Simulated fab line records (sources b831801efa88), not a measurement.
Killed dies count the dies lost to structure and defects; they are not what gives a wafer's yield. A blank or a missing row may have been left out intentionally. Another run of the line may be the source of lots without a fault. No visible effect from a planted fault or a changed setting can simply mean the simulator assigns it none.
One fault seen from 2 desks    flow sky130    numbers are kept per desk, each desk with only its own; the story behind them comes last

FROM THE METROLOGY DESK
What the gauges read for every lot (on any tool): the sampled wafers with a number, averaged. A lot is out of limits, marked OUT, if its mean lies more than 4 standard deviations from the usual mean; the brackets give that distance.
Columns: A = cd-nm at SKY_LI_CONTACT_CD_MEAS_12, usual 170.3 nm; B = LI_CONTACT_OVL at SKY_LI_CONTACT_OVL_MEAS_13, usual 1 nm
lot   first seen here  A      B
L237  day 30 12:58     169.0  4
L238  day 30 22:28     168.1  1
L248  day 34 16:34     171.4  5
L249  day 34 17:58     170.3  5
L250  day 35 00:29     170.8  -8
L252  day 35 18:46     169.3  2
L256  day 37 07:49     172.1  5
This desk's finding: nothing out of limits on any of the 7 lots.

FOR THE TOOL OWNER'S DESK: pvd-sputter-04
At SKY_LI_CONTACT_SPUTTER_20 (material TiN, target thk 20 nm, time 80 s) the tool's own readings: per lot run on this tool, the mean of the sampled wafers that have a number. A lot is out of limits, marked OUT, if its mean lies more than 4 standard deviations from the usual mean; the brackets give that distance.
Columns: A = throttle-valve-pct at SKY_LI_CONTACT_SPUTTER_20, usual 29.9 %
lot   first seen here  A
L237  day 30 13:37     29.5
L248  day 34 17:13     30.0
L249  day 34 18:34     29.4
L250  day 35 01:07     29.7
This desk's finding: nothing out of limits on any of the 4 lots.

ALL TOGETHER
The metrology desk saw nothing out of limits.
The tool owner's desk saw nothing out of limits.

WHAT THE SIMULATOR HAD INSERTED
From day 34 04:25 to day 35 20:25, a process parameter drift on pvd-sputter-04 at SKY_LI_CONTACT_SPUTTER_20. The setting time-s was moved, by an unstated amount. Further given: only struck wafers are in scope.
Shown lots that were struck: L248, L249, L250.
